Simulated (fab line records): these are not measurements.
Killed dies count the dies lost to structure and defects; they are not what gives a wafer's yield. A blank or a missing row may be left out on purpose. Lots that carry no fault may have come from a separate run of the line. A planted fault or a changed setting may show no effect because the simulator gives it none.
Which tool did it? || flow sky130 || 11 lots (33 wafers sampled), 1 step of a 708-step route

## WHAT THE GAUGES READ, wafer by wafer
SKY_SD_P_TW_MEAS_11.
{"lot": "L318", "measured": "day 25 15:25", "on": "filmMetro-02", "SD_P_TW": "2846 2849 2846"}
{"lot": "L319", "measured": "day 25 21:50", "on": "filmMetro-04", "SD_P_TW": "2863 2869 2855"}
{"lot": "L320", "measured": "day 25 22:10", "on": "filmMetro-01", "SD_P_TW": "2837 2854 2848"}
{"lot": "L321", "measured": "day 26 13:22", "on": "filmMetro-01", "SD_P_TW": "2820 2826 2824"}
{"lot": "L324", "measured": "day 28 03:07", "on": "filmMetro-02", "SD_P_TW": "2848 2855 2846"}
{"lot": "L322", "measured": "day 28 04:42", "on": "filmMetro-02", "SD_P_TW": "2852 2852 2840"}
{"lot": "L325", "measured": "day 28 06:35", "on": "filmMetro-02", "SD_P_TW": "2848 2860 2853"}
{"lot": "L328", "measured": "day 29 01:58", "on": "filmMetro-04", "SD_P_TW": "2878 2883 2872"}
{"lot": "L329", "measured": "day 29 08:04", "on": "filmMetro-01", "SD_P_TW": "2810 2836 2826"}
{"lot": "L333", "measured": "day 31 00:14", "on": "filmMetro-04", "SD_P_TW": "2873 2879 2865"}
{"lot": "L334", "measured": "day 31 01:37", "on": "filmMetro-04", "SD_P_TW": "2889 2871 2878"}

## TOOL THAT RAN EACH LOT (tool first, then ch and the chambers of the sampled wafers, then the start)
The record shows no process step preceding these readings.

## THE ANSWER, worked out from the rows above alone
Rule: what is usual is taken from the lots themselves. The widest of any qualifying gaps counts: lots, ordered by their means at a reading, are off when they make up no more than a third of the lots, leave a main group of 4 or more, and stand apart from it by 3 or more times the standard deviation of that group's means. A main group is skipped when, at the precision printed for the reading in the tables above, its means are all equal. A lot without any number at a reading at which 4 lots or more have one is off too. All remaining lots with rows at the step are treated as sound.
Across all readings shown, no lot is off: no conclusion can be drawn from this.

## WHAT THE SIMULATOR HAD PUT IN
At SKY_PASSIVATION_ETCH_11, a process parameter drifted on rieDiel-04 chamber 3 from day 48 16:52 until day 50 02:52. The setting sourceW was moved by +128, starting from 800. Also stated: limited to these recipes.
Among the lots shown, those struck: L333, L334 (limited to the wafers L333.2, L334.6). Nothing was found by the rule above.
